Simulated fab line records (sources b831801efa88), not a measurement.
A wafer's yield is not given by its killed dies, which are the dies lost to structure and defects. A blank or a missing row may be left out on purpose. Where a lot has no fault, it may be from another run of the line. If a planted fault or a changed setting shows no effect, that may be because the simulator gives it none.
Check for tools in common | flow sky130 | 51 wafers sampled across 13 lots

## WHY IT WAS OPENED
On 4 of the 13 lots, a flag is raised at SKY_SONOS_TUNNEL_CD_MEAS_07 on the reading cdNm. Fault-free wafers read 410.1 nm, with a standard deviation of 2.1.
Rule: a lot gets a flag if all its wafers with a number sit over 4 standard deviations from that mean, or if no wafer of it has a number. As for the other lots, they are considered sound.

lot  | measured     | on       | cdNm (nm), wafer by wafer           | flag
L552 | day 11 08:59 | cdSem-01 | 413.3 413.4 414.5                   | 
L553 | day 11 09:47 | cdSem-01 | 410.6 409.9 409.9                   | 
L554 | day 12 03:11 | cdSem-01 | 409.1 409.1 409.2                   | 
L556 | day 13 02:05 | cdSem-01 | 409.9 406.8 408.3                   | 
L557 | day 13 02:23 | cdSem-02 | 406.5 407.9 410.7                   | 
L561 | day 14 11:53 | cdSem-01 | 283.3 281.6 282.3 283.4 281.8 282.5 | FLAGGED
L562 | day 14 16:51 | cdSem-01 | 282.8 286.2 286.3 282.9 286.1 286.8 | FLAGGED
L565 | day 15 13:49 | cdSem-01 | 325.8 324.8 323.1 325.6 325.0 323.1 | FLAGGED
L566 | day 15 19:32 | cdSem-01 | 326.6 326.0 326.8 326.8 326.2 326.4 | FLAGGED
L568 | day 17 15:22 | cdSem-01 | 413.8 414.0 412.6                   | 
L572 | day 18 02:20 | cdSem-01 | 409.8 409.9 407.5                   | 
L574 | day 18 13:23 | cdSem-02 | 409.9 409.8 409.1                   | 
L575 | day 19 07:02 | cdSem-02 | 408.4 408.8 409.2                   | 
On average the flagged lots' numbers are 304.7 nm, which is -105.4 nm against the usual, or -50 standard deviations.

## LOT BY LOT: THE TOOL USED
Before the reading, the record contains 2 process steps out of a 708-step route. In each cell: the tool, then ch and the chambers that the sampled wafers went through, then the start.
lot  | flag    | SKY_VT_ADJUST_PCH_STRIP_09          | SKY_SONOS_TUNNEL_EXPOSE_04
L552 |         | plasmaAsher-02 ch 0,1, day 10 09:43 | ilineStepper-01 ch 0, day 10 21:08
L553 |         | plasmaAsher-02 ch 0, day 10 11:08   | ilineStepper-02 ch 0, day 10 22:40
L554 |         | plasmaAsher-02 ch 0,1, day 11 03:23 | ilineStepper-01 ch 0, day 11 15:07
L556 |         | plasmaAsher-02 ch 0,1, day 12 01:38 | ilineStepper-01 ch 0, day 12 13:55
L557 |         | plasmaAsher-01 ch 0,1, day 12 01:59 | ilineStepper-02 ch 0, day 12 14:22
L561 | FLAGGED | plasmaAsher-03 ch 0,1, day 13 10:08 | ilineStepper-02 ch 0, day 13 23:16
L562 | FLAGGED | plasmaAsher-01 ch 0, day 13 14:49   | ilineStepper-02 ch 0, day 14 03:35
L565 | FLAGGED | plasmaAsher-03 ch 0,1, day 14 10:32 | ilineStepper-02 ch 0, day 15 00:17
L566 | FLAGGED | plasmaAsher-01 ch 0,1, day 14 15:52 | ilineStepper-02 ch 0, day 15 05:49
L568 |         | plasmaAsher-01 ch 0,1, day 16 12:23 | ilineStepper-01 ch 0, day 17 02:41
L572 |         | plasmaAsher-02 ch 0,1, day 16 21:07 | ilineStepper-01 ch 0, day 17 11:43
L574 |         | plasmaAsher-02 ch 0,1, day 17 08:23 | ilineStepper-01 ch 0, day 17 21:43
L575 |         | plasmaAsher-01 ch 0,1, day 18 00:47 | ilineStepper-01 ch 0, day 18 16:09
What these steps do:
- SKY_VT_ADJUST_PCH_STRIP_09: strips in O2/N2.
- SKY_SONOS_TUNNEL_EXPOSE_04: exposes mask TUNM, target cd 410 nm.
- SKY_SONOS_TUNNEL_CD_MEAS_07: target cd 410 nm.

## FLAGGED OVER TOTAL, TOOL BY TOOL (the gauges that took the reading come last)
step                        | tool            | lots run | flagged | share of the flagged lots | sound lots run after its first flagged lot
SKY_VT_ADJUST_PCH_STRIP_09  | plasmaAsher-01  | 5        | 2       | some                      | 2 (L568,L575)
SKY_VT_ADJUST_PCH_STRIP_09  | plasmaAsher-02  | 6        | 0       | none                      | -
SKY_VT_ADJUST_PCH_STRIP_09  | plasmaAsher-03  | 2        | 2       | some                      | 0
SKY_SONOS_TUNNEL_EXPOSE_04  | ilineStepper-01 | 7        | 0       | none                      | -
SKY_SONOS_TUNNEL_EXPOSE_04  | ilineStepper-02 | 6        | 4       | all                       | 0
SKY_SONOS_TUNNEL_CD_MEAS_07 | cdSem-01        | 10       | 4       | all                       | 2 (L568,L572)
SKY_SONOS_TUNNEL_CD_MEAS_07 | cdSem-02        | 3        | 0       | none                      | -

## WHAT THE TABLE PERMITS
Every flagged lot went through 2 rows of the table: ilineStepper-02 at SKY_SONOS_TUNNEL_EXPOSE_04 and cdSem-01 at SKY_SONOS_TUNNEL_CD_MEAS_07.
- ilineStepper-02 at SKY_SONOS_TUNNEL_EXPOSE_04 ran 6 lots, 4 of them flagged. It ran its last sound lot, L557, at day 12 14:22 and its first flagged lot, L561, at day 13 23:16: a fault with its onset between the two fits. Its own readings lie more than 4 standard deviations out on every wafer of the flagged lots: exposureDoseMJCm2.
- cdSem-01 at SKY_SONOS_TUNNEL_CD_MEAS_07 ran 10 lots, 4 of them flagged. After the first flagged lot (L568, L572), sound lots still ran on it; a lasting fault on the whole tool would not permit that.
One tool is left: ilineStepper-02 at SKY_SONOS_TUNNEL_EXPOSE_04.

## WHAT THE SIMULATOR HAD INSERTED
Process parameter drift: ilineStepper-02, from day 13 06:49 on, at SKY_SONOS_TUNNEL_EXPOSE_04. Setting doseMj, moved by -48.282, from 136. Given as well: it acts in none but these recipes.
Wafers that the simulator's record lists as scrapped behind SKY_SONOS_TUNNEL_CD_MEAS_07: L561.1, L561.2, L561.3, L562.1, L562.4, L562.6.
Shown lots that were struck: L561, L562, L565, L566. The same result came from the rule above.
